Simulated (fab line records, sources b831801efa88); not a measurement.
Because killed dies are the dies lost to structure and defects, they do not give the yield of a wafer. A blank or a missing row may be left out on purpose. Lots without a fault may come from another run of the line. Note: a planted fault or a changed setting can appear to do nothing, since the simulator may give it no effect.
One fault through the eyes of 2 desks | flow gf180mcu | what lay behind the numbers comes last; until then each desk has only its own

== AT THE METROLOGY DESK ==
What the gauges read, lot by lot, whatever tool the lot ran on: means of the sampled wafers that have a number. Marked OUT: a lot whose mean sits more than 4 standard deviations from the usual mean, which makes it out of limits; the brackets give that distance. Readings shown: 7 of its 11, picked as those furthest out on some lot.
Columns: A = VT_IMPLANT_01_OVL at GF_VT_IMPLANT_OVL_MEAS_18, usual -0.4 nm; B = VT_IMPLANT_2_TW at GF_VT_IMPLANT_TW_MEAS_21, usual 1218; C = VT_IMPLANT_02_OVL at GF_VT_IMPLANT_OVL_MEAS_29, usual -0.6 nm; D = VT_IMPLANT_3_TW at GF_VT_IMPLANT_TW_MEAS_32, usual 269.5; E = VT_IMPLANT_4_TW at GF_VT_IMPLANT_TW_MEAS_43, usual 692; F = NWELL_RS at GF_VT_IMPLANT_RS_MEAS_47, usual 487.7 ohm/sq; G = MVPSD_RS at GF_VT_IMPLANT_RS_MEAS_49, usual 1167 ohm/sq
lot  | first seen here | A    | B    | C    | D     | E   | F     | G
L164 | day 7 07:54     | -0.1 | 1228 | 0.1  | 269.9 | 690 | 484.3 | 1166
L167 | day 8 02:05     | -1.6 | 1216 | 1.9  | 269.4 | 694 | 488.9 | 1163
L169 | day 8 09:02     | 0.5  | 1211 | -1.4 | 267.5 | 688 | 488.0 | 1160
L173 | day 9 15:08     | -2.5 | 1219 | -0.4 | 265.9 | 686 | 487.2 | 1165
L177 | day 10 15:50    | -1.3 | 1222 | -0.1 | 266.5 | 692 | 489.4 | 1169
L183 | day 12 06:47    | -0.9 | 1225 | 0.4  | 268.2 | 695 | 488.6 | 1168
This desk's finding: nothing out of limits on any of the 6 lots.

== FOR THE TOOL OWNER'S DESK: implanter-03 ==
The tool's own readings at GF_VT_IMPLANT_IMPLANT_30, given as means over the sampled wafers that have a number, one for each lot that went through this tool. Marked OUT: a lot whose mean sits more than 4 standard deviations from the usual mean, which makes it out of limits; the brackets give that distance.
Columns: A = doseIonsCm2 at GF_VT_IMPLANT_IMPLANT_30, usual 2.5341e+12
lot  | first seen here | A
L164 | day 8 00:14     | 2.5345e+12
L169 | day 9 01:44     | 2.5329e+12
L173 | day 10 09:17    | 2.5344e+12
L177 | day 11 10:25    | 2.5315e+12
This desk's finding: nothing out of limits on any of the 4 lots.

== TAKEN TOGETHER ==
Nothing out of limits was seen by the metrology desk.
The desk of the tool owner found nothing out of limits.

== WHAT THE SIMULATOR HAD INSERTED ==
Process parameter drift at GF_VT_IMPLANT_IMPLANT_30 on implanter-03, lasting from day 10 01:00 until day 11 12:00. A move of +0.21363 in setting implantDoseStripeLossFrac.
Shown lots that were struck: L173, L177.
